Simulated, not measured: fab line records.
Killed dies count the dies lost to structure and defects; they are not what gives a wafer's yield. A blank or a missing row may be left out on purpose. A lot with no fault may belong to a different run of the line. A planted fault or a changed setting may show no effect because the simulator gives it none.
A struck lot beside a sound one	flow sky130	43 out of 708 route steps
Sound: these wafers, L244.3, L244.4, L244.6. The struck wafers were L258.2, L258.4, L258.5. At the end, the cause is stated.
For every step that has rows: the tool of each side, followed by ch and its chambers, followed by its first start. Under that, the readings that differ: sound wafers	struck wafers	difference of the means	sigmas: that difference in standard deviations of wafers without a fault.
alike: readings with means less than 2 such deviations apart, plus words and numbers identical on both sides. not compared: withheld readings, readings lacking a value on some wafer, bounds such as >300 that could conceal the same value, and numbers that have no deviation in the record and whose values overlap.
The two part at a step that has a row with sigmas, a row that says differs or no value, or rows on one side only. When numbers do not overlap yet have no deviation, they are printed without sigmas and do not part them. A reading missing from all wafers of one side parts the sides only when that side holds two or more wafers.

first, 7 steps without rows for these wafers: SKY_METAL1_HMDS_08 (prime time 60 s); SKY_METAL1_COAT_09 (resist thk 60 nm); SKY_METAL1_COAT_10 (resist thk 450 nm); SKY_METAL1_SOFTBAKE_11 (time 90 s); SKY_METAL1_EXPOSE_12 (exposes mask MM1, target cd 140 nm); SKY_METAL1_PEB_13; SKY_METAL1_DEVELOP_14 (develop time 60 s).
SKY_METAL1_CD_MEAS_15: target cd 140 nm.
  sound on cd_sem-01, day 35 01:33; struck on cd_sem-02, day 39 08:01
  alike: cd_nm
SKY_METAL1_OVL_MEAS_16:
  sound on overlay-01, day 35 01:38; struck on overlay-01, day 39 08:07
  alike: METAL1_OVL
SKY_METAL1_DESCUM_17: chemistry O2, time 8 s.
  sound on rie_metal-04 ch 0,1, day 35 01:41; struck on rie_metal-01 ch 1, day 39 08:09
  alike: drypump_motor_current_A, oes_product_au
  not compared: rf_hours_counter_h
then, 1 step without rows for these wafers: SKY_METAL1_ETCH_18 (etches BARC in N2/H2, stops on SiO2, time 45.9 s, target depth 60 nm).
SKY_METAL1_METAL_ETCH_19: etches the open film in Cl2/BCl3, stops on SiO2, target depth 360 nm, time 78 s.
  sound on rie_metal-04 ch 0,1, day 35 01:47; struck on rie_metal-01 ch 1, day 39 08:22
reading	sound	struck	difference	sigmas
bias_w (W)	48.20 48.34 48.36	48.63 48.83 48.65	+0.40	+3
oes_product_au (a.u.)	0.840 0.854 0.839	0.867 0.856 0.857	+0.016	+2
  alike: drypump_motor_current_A, throttle_valve_pct
  not compared: rf_hours_counter_h
SKY_METAL1_STRIP_20: strips in O2/N2.
  sound on plasma_asher-04 ch 0,1, day 35 01:53; struck on plasma_asher-03 ch 0,1, day 39 08:31
  alike: drypump_motor_current_A, oes_product_au, strip_time_to_endpoint_s
  not compared: rf_hours_counter_h
then, 4 steps without rows for these wafers: SKY_METAL1_STRIP_21 (strips in post etch residue remover, time 1200 s); SKY_METAL1_CLEAN_22 (cleans in IPA, time 180 s); SKY_METAL1_CLEAN_23 (cleans in O3/DIW); SKY_VIA1_HDPCVD_00 (deposits SiO2, target thk 1030 nm, time 171.7 s).
SKY_VIA1_THK_MEAS_01:
  sound on film_metro-04, day 35 02:37; struck on film_metro-04, day 39 09:14
  alike: VIA1_HDPCVD_THK
then, 1 step without rows for these wafers: SKY_VIA1_CMP_02 (polishes SiO2).
SKY_VIA1_BOW_MEAS_03:
  sound on film_metro-02, day 35 03:07; struck on film_metro-02, day 39 09:36
  alike: VIA1_BOW
then, 8 steps without rows for these wafers: SKY_VIA1_DEHYDRATE_04 (time 60 s); SKY_VIA1_HMDS_05 (prime time 60 s); SKY_VIA1_COAT_06 (resist thk 60 nm); SKY_VIA1_COAT_07 (resist thk 450 nm); SKY_VIA1_SOFTBAKE_08 (time 90 s); SKY_VIA1_EXPOSE_09 (exposes mask VIM, target cd 150 nm); SKY_VIA1_PEB_10; SKY_VIA1_DEVELOP_11 (develop time 60 s).
SKY_VIA1_CD_MEAS_12: target cd 150 nm.
  sound on cd_sem-01, day 36 04:43; struck on cd_sem-02, day 40 11:03
  alike: cd_nm
SKY_VIA1_OVL_MEAS_13:
  sound on overlay-02, day 36 04:49; struck on overlay-02, day 40 11:10
  alike: VIA1_OVL
then, 6 steps without rows for these wafers: SKY_VIA1_ETCH_14 (etches BARC in N2/H2, stops on SiO2, time 45.9 s, target depth 60 nm); SKY_VIA1_ETCH_15 (etches SiO2 in C4F8/O2/Ar, stops on TiN, target depth 351 nm, time 54 s); SKY_VIA1_STRIP_16 (strips in O2/N2); SKY_VIA1_STRIP_17 (strips in post etch residue remover, time 1200 s); SKY_VIA1_CLEAN_18 (cleans in IPA, time 180 s); SKY_VIA1_CLEAN_19 (cleans in O3/DIW).
SKY_VIA1_SPUTTER_20: material TiN, target thk 20 nm, time 80 s.
  sound on pvd_sputter-01, day 36 05:34; struck on pvd_sputter-02, day 40 11:55
  alike: throttle_valve_pct
SKY_VIA1_CVD_21: deposits W, target thk 270 nm, time 80.902 s.
  sound on cvd_w-02 ch 0,1, day 36 05:39; struck on cvd_w-02 ch 0,1, day 40 11:58
  alike: heater_power_w
SKY_VIA1_RS_MEAS_22: measurement is done with a four-point probe.
  sound on film_metro-01, day 36 05:45; struck on film_metro-01, day 40 12:05
  alike: VIA1_W_RS
SKY_VIA1_THK_MEAS_23: measures by xrf.
  sound on film_metro-01, day 36 05:51; struck on film_metro-01, day 40 12:11
  alike: VIA1_W_THK
SKY_VIA1_CMP_24: polishes, stops on SiO2, t overpolish 15 s, target thk 0 nm.
  sound on cmp-01 ch 0,1,3, day 36 06:07; struck on cmp-01 ch 1,3, day 40 12:17
  alike: motor_current_A, overpolish_run_s, time_to_endpoint_s
then, 1 step without rows for these wafers: SKY_METAL2_SPUTTER_00 (material Ti, target thk 15 nm, time 10 s).
-- the record jumps here: 10 days lie between the struck wafers' starts before and after (it left off in module METAL2 and takes up again in module PAD_OPEN, whose first step shown is number 708 of the route) --
SKY_PAD_OPEN_PROBE_99:
  rows exist in the record for the struck wafers here (prober-02, day 50 14:17), but not for the sound ones

## WHERE THEY PART
At SKY_METAL1_METAL_ETCH_19 first; at SKY_PAD_OPEN_PROBE_99 last (within this record only).

WHY: what the simulator had put in
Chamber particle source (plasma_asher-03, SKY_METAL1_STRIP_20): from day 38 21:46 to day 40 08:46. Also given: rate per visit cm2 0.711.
